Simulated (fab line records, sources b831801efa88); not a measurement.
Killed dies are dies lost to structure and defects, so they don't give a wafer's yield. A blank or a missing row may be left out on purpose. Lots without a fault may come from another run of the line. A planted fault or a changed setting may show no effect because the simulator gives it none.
Which tool did it? | flow sky130 | 12 lots, 36 wafers sampled, at 6 steps of a route of 708

WHAT THE GAUGES READ, wafer by wafer
The record holds no reading of a measuring or inspecting step that can be judged against a usual standard deviation.

WHICH TOOL RAN EACH LOT (tool, then ch and the chambers of the sampled wafers, then the start)
lot  | SKY_VIA1_CMP_02               | SKY_METAL2_SPUTTER_03        | SKY_METAL2_METAL_ETCH_19          | SKY_VIA2_CMP_02               | SKY_VIA2_ETCH_15                   | SKY_PAD_OPEN_PROBE_99
L102 | cmp-01 ch 1,2, day 33 06:53   | pvd_sputter-01, day 34 11:05 | rie_metal-01 ch 0,1, day 35 13:20 | cmp-01 ch 0,3, day 35 14:15   | rie_diel-04 ch 0,3, day 36 16:16   | prober-01, day 46 03:50
L101 | cmp-02 ch 0,2, day 33 09:04   | pvd_sputter-04, day 34 12:29 | rie_metal-02 ch 0, day 35 14:46   | cmp-01 ch 0,1,3, day 35 15:44 | rie_diel-02 ch 0,2,3, day 36 17:23 | prober-02, day 46 04:29
L104 | cmp-01 ch 0,1,2, day 33 20:49 | pvd_sputter-04, day 35 01:04 | rie_metal-02 ch 0, day 36 03:29   | cmp-01 ch 0,1,2, day 36 04:27 | rie_diel-04 ch 0,1,2, day 37 06:22 | prober-01, day 46 15:08
L103 | cmp-01 ch 1,2, day 33 22:29   | pvd_sputter-04, day 35 02:11 | rie_metal-03 ch 0,1, day 36 04:22 | cmp-02 ch 0,2, day 36 05:19   | rie_diel-02 ch 0,3, day 37 06:59   | prober-02, day 46 16:38
L109 | cmp-01 ch 0,1,3, day 35 12:16 | pvd_sputter-04, day 36 15:29 | rie_metal-01 ch 0,1, day 37 18:33 | cmp-01 ch 1,2,3, day 37 19:23 | rie_diel-04 ch 0,2, day 38 20:46   | prober-01, day 47 21:20
L111 | cmp-02 ch 0,2,3, day 36 03:46 | pvd_sputter-01, day 37 07:03 | rie_metal-02 ch 0,1, day 38 09:06 | cmp-01 ch 1,3, day 38 10:01   | rie_diel-02 ch 0,1,2, day 39 11:37 | prober-01, day 48 09:11
L112 | cmp-02 ch 0,2,3, day 36 07:19 | pvd_sputter-04, day 37 10:16 | rie_metal-01 ch 0,1, day 38 12:01 | cmp-02 ch 0,2,3, day 38 12:58 | rie_diel-04 ch 0,1,3, day 39 13:11 | prober-02, day 48 10:41
L114 | cmp-02 ch 0,1,2, day 37 03:43 | pvd_sputter-04, day 38 07:17 | rie_metal-03 ch 0,1, day 39 08:05 | cmp-01 ch 0,2,3, day 39 08:58 | rie_diel-02 ch 2,3, day 40 10:38   | prober-02, day 49 04:35
L115 | cmp-02 ch 0,1,2, day 37 16:00 | pvd_sputter-04, day 38 19:20 | rie_metal-01 ch 0,1, day 39 19:37 | cmp-01 ch 0,1, day 39 20:32   | rie_diel-04 ch 1,2, day 40 21:44   | prober-01, day 49 10:53
L118 | cmp-01 ch 0,1,3, day 38 06:16 | pvd_sputter-03, day 39 08:44 | rie_metal-03 ch 0,1, day 40 09:03 | cmp-02 ch 0,2,3, day 40 10:01 | rie_diel-02 ch 1,2,3, day 41 10:44 | prober-02, day 49 22:20
L120 | cmp-02 ch 0,2, day 38 15:33   | pvd_sputter-04, day 39 18:34 | rie_metal-02 ch 0, day 40 20:01   | cmp-02 ch 1,2,3, day 40 20:56 | rie_diel-04 ch 2,3, day 41 21:35   | prober-02, day 50 03:18
L122 | cmp-01 ch 0,2, day 38 23:34   | pvd_sputter-03, day 40 02:08 | rie_metal-01 ch 0,1, day 41 03:09 | cmp-02 ch 0,1,2, day 41 04:05 | rie_diel-02 ch 0,1,2, day 42 04:19 | prober-02, day 50 07:05
- SKY_VIA1_CMP_02: polishes SiO2.
- SKY_METAL2_SPUTTER_03: material Ti, target thk 5 nm, time 3.3 s.
- SKY_METAL2_METAL_ETCH_19: etches the open film in Cl2/BCl3, stops on SiO2, target depth 360 nm, time 78 s.
- SKY_VIA2_CMP_02: polishes SiO2.
- SKY_VIA2_ETCH_15: etches SiO2 in C4F8/O2/Ar, stops on TiN, target depth 546 nm, time 84 s.
- SKY_PAD_OPEN_PROBE_99

WHAT THE TOOLS THEMSELVES READ (means of the sampled wafers that have a number; where no wafer has one, the mark that the record gives instead)
SKY_VIA1_CMP_02. Usual: motor_current_A 12.1 A, standard deviation 1.4.
lot  | tool   | motor_current_A (A) | flag
L102 | cmp-01 | 11.2                |
L101 | cmp-02 | 11.4                |
L104 | cmp-01 | 11.8                |
L103 | cmp-01 | 10.5                |
L109 | cmp-01 | 12.7                |
L111 | cmp-02 | 11.6                |
L112 | cmp-02 | 11.7                |
L114 | cmp-02 | 13.0                |
L115 | cmp-02 | 12.6                |
L118 | cmp-01 | 12.6                |
L120 | cmp-02 | 11.6                |
L122 | cmp-01 | 10.8                |

SKY_METAL2_SPUTTER_03. Usual: throttle_valve_pct 30.5 %, standard deviation 1.
lot  | tool           | throttle_valve_pct (%) | flag
L102 | pvd_sputter-01 | 29.5                   |
L101 | pvd_sputter-04 | 31.6                   |
L104 | pvd_sputter-04 | 31.1                   |
L103 | pvd_sputter-04 | 31.3                   |
L109 | pvd_sputter-04 | 31.4                   |
L111 | pvd_sputter-01 | 29.6                   |
L112 | pvd_sputter-04 | 30.9                   |
L114 | pvd_sputter-04 | 31.2                   |
L115 | pvd_sputter-04 | 31.4                   |
L118 | pvd_sputter-03 | 29.7                   |
L120 | pvd_sputter-04 | 30.6                   |
L122 | pvd_sputter-03 | 30.1                   |

SKY_METAL2_METAL_ETCH_19. Usual: drypump_motor_current_A 5.8 A, standard deviation 0.51; mfc_cl2_sccm 60.00 sccm, standard deviation 0.17; oes_product_au 0.854 a.u., standard deviation 0.006; throttle_valve_pct 22.264 %, standard deviation 0.0083.
lot  | tool         | drypump_motor_current_A (A) | mfc_cl2_sccm (sccm) | oes_product_au (a.u.) | throttle_valve_pct (%) | flag
L102 | rie_metal-01 | 5.8                         | 60.03               | 0.850                 | 22.262                 |
L101 | rie_metal-02 | 6.7                         | 60.16               | 0.853                 | 22.265                 |
L104 | rie_metal-02 | 6.7                         | 60.01               | 0.857                 | 22.267                 |
L103 | rie_metal-03 | 5.4                         | 59.95               | 0.857                 | 22.268                 |
L109 | rie_metal-01 | 5.8                         | 59.96               | 0.859                 | 22.253                 |
L111 | rie_metal-02 | 6.1                         | 60.13               | 0.856                 | 22.262                 |
L112 | rie_metal-01 | 5.7                         | 60.07               | 0.859                 | 22.271                 |
L114 | rie_metal-03 | 5.3                         | 59.81               | 0.853                 | 22.268                 |
L115 | rie_metal-01 | 5.8                         | 60.16               | 0.851                 | 22.264                 |
L118 | rie_metal-03 | 5.4                         | 59.93               | 0.847                 | 22.267                 |
L120 | rie_metal-02 | 6.7                         | 60.28               | 0.853                 | 22.262                 |
L122 | rie_metal-01 | 5.8                         | 59.86               | 0.852                 | 22.263                 |

SKY_VIA2_CMP_02. Usual: motor_current_A 11.9 A, standard deviation 1.4.
lot  | tool   | motor_current_A (A) | flag
L102 | cmp-01 | 12.9                |
L101 | cmp-01 | 12.7                |
L104 | cmp-01 | 11.1                |
L103 | cmp-02 | 11.5                |
L109 | cmp-01 | 11.2                |
L111 | cmp-01 | 12.6                |
L112 | cmp-02 | 11.5                |
L114 | cmp-01 | 11.8                |
L115 | cmp-01 | 12.7                |
L118 | cmp-02 | 11.5                |
L120 | cmp-02 | 12.7                |
L122 | cmp-02 | 12.8                |

SKY_VIA2_ETCH_15. Usual: oes_product_au 0.939 a.u., standard deviation 0.0044.
lot  | tool        | oes_product_au (a.u.) | flag
L102 | rie_diel-04 | 0.936                 |
L101 | rie_diel-02 | 0.938                 |
L104 | rie_diel-04 | 0.938                 |
L103 | rie_diel-02 | 0.940                 |
L109 | rie_diel-04 | 0.937                 |
L111 | rie_diel-02 | 0.940                 |
L112 | rie_diel-04 | 0.940                 |
L114 | rie_diel-02 | 0.935                 |
L115 | rie_diel-04 | 0.937                 |
L118 | rie_diel-02 | 0.940                 |
L120 | rie_diel-04 | 0.961                 | OFF
L122 | rie_diel-02 | 0.953                 | OFF

SKY_PAD_OPEN_PROBE_99. Usual: defect_limited_yield 82.5 %, standard deviation 2; killed_at_M0_to_M3 43, standard deviation 7.6; killed_at_M4_up 2.8, standard deviation 1.9; killed_at_contacts 24, standard deviation 4.7; killed_at_front_end 16, standard deviation 4.4; killed_at_other 0.2, standard deviation 0.4; killed_dies 86, standard deviation 9.9; killed_open 47, standard deviation 8.2; killed_short 39, standard deviation 6.3.
lot  | tool      | defect_limited_yield (%) | killed_at_M0_to_M3 | killed_at_M4_up | killed_at_contacts | killed_at_front_end | killed_at_other | killed_dies | killed_open | killed_short | flag
L102 | prober-01 | 84.3                     | 41                 | 1.0             | 24                 | 12                  | 0.0             | 77          | 48          | 30           |
L101 | prober-02 | 83.1                     | 38                 | 2.0             | 27                 | 15                  | 0.3             | 83          | 41          | 42           |
L104 | prober-01 | 81.8                     | 40                 | 3.7             | 31                 | 14                  | 0.3             | 89          | 55          | 35           |
L103 | prober-02 | 80.6                     | 53                 | 2.3             | 24                 | 15                  | 0.3             | 95          | 53          | 43           |
L109 | prober-01 | 81.9                     | 45                 | 2.7             | 25                 | 16                  | 0.3             | 89          | 54          | 35           |
L111 | prober-01 | 82.4                     | 40                 | 4.3             | 25                 | 16                  | 0.7             | 86          | 45          | 42           |
L112 | prober-02 | 84.2                     | 43                 | 3.0             | 20                 | 12                  | 0.0             | 78          | 44          | 33           |
L114 | prober-02 | 82.0                     | 39                 | 3.3             | 29                 | 17                  | 0.3             | 88          | 51          | 37           |
L115 | prober-01 | 82.0                     | 45                 | 3.0             | 22                 | 19                  | 0.0             | 88          | 45          | 43           |
L118 | prober-02 | 79.3                     | 52                 | 3.7             | 27                 | 18                  | 0.7             | 102         | 60          | 42           |
L120 | prober-02 | 82.6                     | 42                 | 1.0             | 25                 | 18                  | 0.0             | 86          | 50          | 36           |
L122 | prober-02 | 82.0                     | 48                 | 3.3             | 27                 | 10                  | 0.3             | 88          | 48          | 40           |

THE ANSWER, worked out from the rows above alone
Rule: a lot is off if the mean of its wafers that have a number lies more than 3 standard deviations from the usual mean. A lot without any number at a reading at which 4 lots or more have one is off too. The other lots that the step has rows for count as sound. The gauges are gone through in route order, then the tools' own readings, and for those a lot's mean is taken as printed above. The first step at which some lot is off is used, and at that step the reading that is off furthest; a lot without a number counts as furthest.
Off: L120, L122, at SKY_VIA2_ETCH_15 (oes_product_au).
A tool fits if, at that step or a process step before it, it ran every lot that is off, and no sound lot after the first of them. One fits: cmp-02 at SKY_VIA2_CMP_02. Its last sound lot is L118 (day 40 10:01), its first lot that is off L120 (day 40 20:56): a fault that began between those two fits.

WHAT THE SIMULATOR HAD PUT IN
Process parameter drift: cmp-02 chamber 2, from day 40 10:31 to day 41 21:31, at SKY_VIA2_CMP_02. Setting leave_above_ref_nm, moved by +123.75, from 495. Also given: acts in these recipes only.
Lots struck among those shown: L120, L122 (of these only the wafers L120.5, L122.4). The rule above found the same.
